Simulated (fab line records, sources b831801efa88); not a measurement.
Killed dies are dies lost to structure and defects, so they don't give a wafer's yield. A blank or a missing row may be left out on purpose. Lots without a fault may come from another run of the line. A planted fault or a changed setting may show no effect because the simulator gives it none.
A struck lot beside a sound one | flow sky130 | 14 steps out of a route of 708
Sound: wafers L684.3, L684.5, L684.6. Struck: wafers L698.3, L698.4, L698.5. The cause comes at the end.
At each step with rows: each side's tool, then ch and its chambers, then its first start. Under that, the readings that differ: sound wafers | struck wafers | difference of the means | sigmas: that difference in standard deviations of wafers without a fault.
alike: readings whose means differ by less than 2 such deviations, and words and numbers that are the same on both sides. not compared: withheld readings, readings that some wafer has no value for, bounds like >300 that may hide the same value, and numbers for which the record gives no deviation and whose values overlap.
The two part at a step that has a row with sigmas, a row that says differs or no value, or rows on one side only. Numbers that don't overlap but have no deviation are shown without sigmas and don't part them. A reading that every wafer of one side lacks parts them only if that side has two wafers or more.

first, 4 steps without rows for these wafers: SKY_PWDE_SOFTBAKE_03; SKY_PWDE_EXPOSE_04 (exposes mask PWDEM, target cd 840 nm); SKY_PWDE_PEB_05; SKY_PWDE_DEVELOP_06 (develop time 60 s).
SKY_PWDE_OVL_MEAS_07:
  sound on overlay-02, day 5 06:31; struck on overlay-01, day 8 14:28
  alike: PWDE_OVL
then, 1 step without rows for these wafers: SKY_PWDE_IMPLANT_08.
SKY_PWDE_STRIP_09: strips in O2/N2.
  sound on plasma_asher-02 ch 0,1, day 5 06:43; struck on plasma_asher-01 ch 0,1, day 8 14:40
  alike: drypump_motor_current_A, oes_product_au, strip_time_to_endpoint_s
  not compared: rf_hours_counter_h
SKY_PWDE_TW_MEAS_10:
  sound on film_metro-04, day 5 06:49; struck on film_metro-01, day 8 14:46
  reading | sound       | struck      | difference | sigmas
  PWDE_TW | 381 381 381 | 367 365 366 | -15        | -3
then, 4 steps without rows for these wafers: SKY_NWELL_DEHYDRATE_03 (time 60 s); SKY_NWELL_HMDS_04 (prime time 60 s); SKY_NWELL_COAT_05 (resist thk 3000 nm); SKY_NWELL_SOFTBAKE_06.
SKY_NWELL_EXPOSE_07: exposes mask NWM, target cd 840 nm.
  sound on iline_stepper-01 ch 0, day 5 15:41; struck on iline_stepper-01, day 9 01:35
  no value came back on the struck wafers for exposure_dose_mJ_cm2, focus_offset_nm (nm), stage_vel_mm_s (mm/s); on the sound wafers exposure_dose_mJ_cm2 reads 255.05 254.89 254.92
  alike: mask
then, 1 step without rows for these wafers: SKY_NWELL_PEB_08.

WHERE THEY PART
First at SKY_PWDE_TW_MEAS_10; last, within this record, at SKY_NWELL_EXPOSE_07.

WHY: what the simulator had put in
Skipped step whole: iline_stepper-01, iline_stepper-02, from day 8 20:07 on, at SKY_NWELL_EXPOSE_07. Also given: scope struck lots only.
